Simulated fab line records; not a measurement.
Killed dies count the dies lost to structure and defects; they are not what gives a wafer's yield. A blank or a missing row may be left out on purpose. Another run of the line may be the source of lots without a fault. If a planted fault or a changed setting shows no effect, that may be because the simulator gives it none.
Which tool was responsible? ; flow sky130 ; Sampling: 7 lots, 21 wafers, 2 of 708 route steps

WHAT THE GAUGES READ, wafer by wafer
SKY_LDD_P_CD_MEAS_07 targets a cd of 380 nm.
lot;measured;on;cd nm (nm)
L892;day 20 10:43;cd sem-02;378.3 379.7 381.0
L900;day 22 20:26;cd sem-02;397.2 396.3 398.9
L905;day 24 21:45;cd sem-02;382.9 385.3 386.0
L907;day 25 19:13;cd sem-01;376.3 378.4 375.4
L909;day 27 06:35;cd sem-02;384.0 380.9 384.2
L912;day 27 08:13;cd sem-02;380.6 379.8 378.2
L914;day 28 01:11;cd sem-01;382.5 383.1 382.6

WHAT TOOL EACH LOT RAN ON (gives the tool, then ch and the chambers of the sampled wafers, and finally the start)
lot;SKY_LDD_P_DEVELOP_06
L892;litho track-03 ch 0, day 20 10:34
L900;litho track-03 ch 0, day 22 20:18
L905;litho track-02 ch 0, day 24 21:36
L907;litho track-02 ch 0, day 25 19:04
L909;litho track-01 ch 0, day 27 06:26
L912;litho track-03 ch 0, day 27 08:04
L914;litho track-03 ch 0, day 28 00:58
- SKY_LDD_P_DEVELOP_06: develop time 60 s.

THE ANSWER, worked out from the rows above alone
Rule: usual is defined by the lots themselves. Put in order of their means at a reading, lots are off if they are a third of the lots or fewer, leave a main group of 4 or more, and stand apart from it by a gap of 3 or more times the standard deviation of the main group's means; of several such gaps the widest counts. Not used: any main group whose means are identical at the precision the tables above print for the reading. Also off: a lot with no number at a reading for which 4 or more lots have one. The other lots that the step has rows for count as sound.
Off: L900 (SKY_LDD_P_CD_MEAS_07, cd nm). Main group: mean 381.1 nm, sd 2.7.
If a tool, at a process step before that reading, ran all the lots that are off and no sound lot after the first of them, it fits. Gauges at SKY_LDD_P_CD_MEAS_07: tried the same way as those tools. None of those tried fits.

WHAT THE SIMULATOR PUT IN
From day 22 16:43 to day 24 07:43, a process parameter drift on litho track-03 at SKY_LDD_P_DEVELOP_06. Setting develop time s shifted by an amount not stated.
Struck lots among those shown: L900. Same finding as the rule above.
